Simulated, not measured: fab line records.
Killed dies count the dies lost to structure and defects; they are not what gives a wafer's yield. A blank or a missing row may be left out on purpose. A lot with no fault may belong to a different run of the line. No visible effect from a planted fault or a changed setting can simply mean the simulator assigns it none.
2 desks looking at one fault / flow sky130 / only its own numbers are on each desk; what lay behind them is given at the end

## AT THE METROLOGY DESK
What the gauges read, lot by lot, whatever tool the lot ran on: means of the sampled wafers that have a number. A lot is out of limits, marked OUT, if its mean lies more than 4 standard deviations from the usual mean; the brackets give that distance.
Columns: A = CAPM_TIN_THK at SKY_CAPM_THK_MEAS_04, usual 196.3 nm; B = VIA3_BOW at SKY_VIA3_BOW_MEAS_03, usual 80 um; C = CAP2M_CVD_00_THK at SKY_CAP2M_THK_MEAS_01, usual 15.50 nm
lot=L872; first seen here=day 37 05:51; A=195.5; B=88; C=16.03
lot=L873; first seen here=day 37 08:05; A=197.1; B=82; C=15.66
lot=L874; first seen here=day 37 09:35; A=194.3; B=75; C=15.97
lot=L875; first seen here=day 37 16:47; A=195.5; B=72; C=15.32
lot=L877; first seen here=day 38 16:08; A=196.3; B=81; C=15.39
lot=L879; first seen here=day 39 07:13; A=197.1; B=73; C=15.44
lot=L880; first seen here=day 39 09:34; A=199.2; B=79; C=15.63
lot=L881; first seen here=day 39 19:15; A=197.1; B=83; C=15.30
lot=L884; first seen here=day 40 12:58; A=198.0; B=76; C=10.92 (-17) OUT
lot=L886; first seen here=day 41 06:25; A=199.6; B=86; C=11.23 (-16) OUT
lot=L894; first seen here=day 43 06:56; A=194.0; B=94; C=15.50
This desk's finding: out of limits on L884, L886; first on L884, day 43 14:23 (CAP2M_CVD_00_THK at SKY_CAP2M_THK_MEAS_01). L872, L873, L874, L875, L877, L879, L880, L881, L894: within limits.

## TOOL OWNER'S DESK, pecvd-02
The tool's own readings at SKY_CAP2M_CVD_00 (deposits SiO2, target thk 15.5 nm): means of the sampled wafers that have a number, for each lot that ran on this tool. A lot is out of limits, marked OUT, if its mean lies more than 4 standard deviations from the usual mean; the brackets give that distance.
Columns: A = heater_power_w at SKY_CAP2M_CVD_00, usual 713 W; B = rf_fwd_power_W at SKY_CAP2M_CVD_00, usual 441.2 W
lot=L875; first seen here=day 40 23:22; A=642; B=442.4
lot=L877; first seen here=day 41 21:25; A=648; B=443.3
lot=L881; first seen here=day 42 23:44; A=633; B=442.0
lot=L884; first seen here=day 43 14:21; A=590; B=441.9
lot=L886; first seen here=day 44 09:25; A=777; B=445.6
This desk found nothing out of limits on any of the 5 lots.

## ALL TOGETHER
At day 43 14:23 the metrology desk could have sounded an alarm, on L884, L886.
Nothing out of limits was seen by the tool owner's desk.
Tool owner's desk: L884, L886 on record, inside its limits.
On pecvd-02, each named lot ran SKY_CAP2M_CVD_00.

## WHAT THE SIMULATOR PUT IN
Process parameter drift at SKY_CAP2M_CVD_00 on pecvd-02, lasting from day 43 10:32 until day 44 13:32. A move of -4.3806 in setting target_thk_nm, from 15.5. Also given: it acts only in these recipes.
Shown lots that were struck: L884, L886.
Hours from the fault's start to each desk's first reading out of limits: the metrology desk, 4.
